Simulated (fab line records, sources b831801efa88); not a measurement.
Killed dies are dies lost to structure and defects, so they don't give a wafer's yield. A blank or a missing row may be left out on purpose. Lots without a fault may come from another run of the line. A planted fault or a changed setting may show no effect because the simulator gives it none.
Problem report in the 8D (eight disciplines) form, filled by code | flow gf180mcu | the parts of the form that need people (team, actions taken, sign-off) are left out

1. THE PROBLEM
NSD_RS at GF_PSD_RS_MEAS_14 reads a mean of 46.82 ohm/sq on 3 wafers of 2 lots; wafers without a fault read 46.13 ohm/sq with a standard deviation of 0.089. That is +7.8 standard deviations from the usual mean.
The step: measures by four-point-probe.
First seen on wafer L148.3, day 18 22:13, on film_metro-02. The record holds 37 wafers of 13 lots with a number at this step. Rule for "out", or "out of limits": more than 4 standard deviations from the usual mean. The other wafers with a number count as sound.

2. WHAT IT IS AND WHAT IT IS NOT
question                    | is                           | is not
which readings at this step | NSD_RS                       | -
which lots                  | L148, L150                   | L135, L136, L137, L138, L139, L140, L141, L147, L155, L157, L158
which wafers of those lots  | L148.3, L150.3, L150.4       | L148.5
read on which gauges        | film_metro-02, film_metro-03 | film_metro-04
when                        | from day 18 22:13            | up to then (25 sound wafers); but 9 sound wafers of L155, L157, L158 came after

3. SUSPECTS, AND WHAT RULES EACH OUT
Counting: a tool at a process step up to the reading stays a suspect if it ran every lot that is out. Sound lots after the first of them don't rule it out here, since some wafers of a struck lot are sound.
- the gauge at GF_PSD_RS_MEAS_14: ruled out. The wafers that are out were read on 2 gauges (film_metro-02, film_metro-03).
- rtp_anneal-02 at GF_PSD_RTA_13 (time 20 s): kept. It ran every lot that is out, first L148 (day 18 22:07); its last sound lot up to then is L140 (day 16 04:54).
Left after counting: rtp_anneal-02 at GF_PSD_RTA_13.

4. THE CAUSE (what the simulator had put in)
Process parameter drift: rtp_anneal-02, from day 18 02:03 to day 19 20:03, at GF_PSD_RTA_13. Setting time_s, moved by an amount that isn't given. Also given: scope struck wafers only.
Counting left only this tool.

5. THE CHAIN OF EFFECTS, in route order
Each row: a reading whose mean over the struck wafers that have a number lies more than 3 standard deviations from the usual. Only readings for which the record gives a usual standard deviation are gone through. hours: the time from each lot's start at the first step in this table that gives one to its start at this step, as a median over the lots. sigmas: the change in usual standard deviations.
hours | step              | reading      | usual         | on struck wafers | change | sigmas
0     | GF_PSD_RTA_13     | run_length_s | 49.0 s        | 45.7             | -3.3   | -3.8
0     | GF_PSD_RS_MEAS_14 | NSD_RS       | 46.13 ohm/sq  | 46.82            | +0.69  | +7.8
0     | GF_PSD_RS_MEAS_15 | PSD_RS       | 108.51 ohm/sq | 110.27           | +1.76  | +6.3
The process steps in it:
- GF_PSD_RTA_13: time 20 s.

6. WHAT WOULD HAVE CAUGHT IT SOONER
In this record the first reading out of limits at a measuring or inspecting step was taken at day 18 22:13, 20 hours after the fault began at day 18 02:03.
Of the tool readings at GF_PSD_RTA_13 for which the record gives a usual standard deviation, none was out on any struck wafer, so an alarm limit of 4 standard deviations on them would not have fired.
Of the lots that are out (2), L150 began GF_PSD_RTA_13 on rtp_anneal-02 after day 18 22:13. A hold on the tool at that time would have spared it.
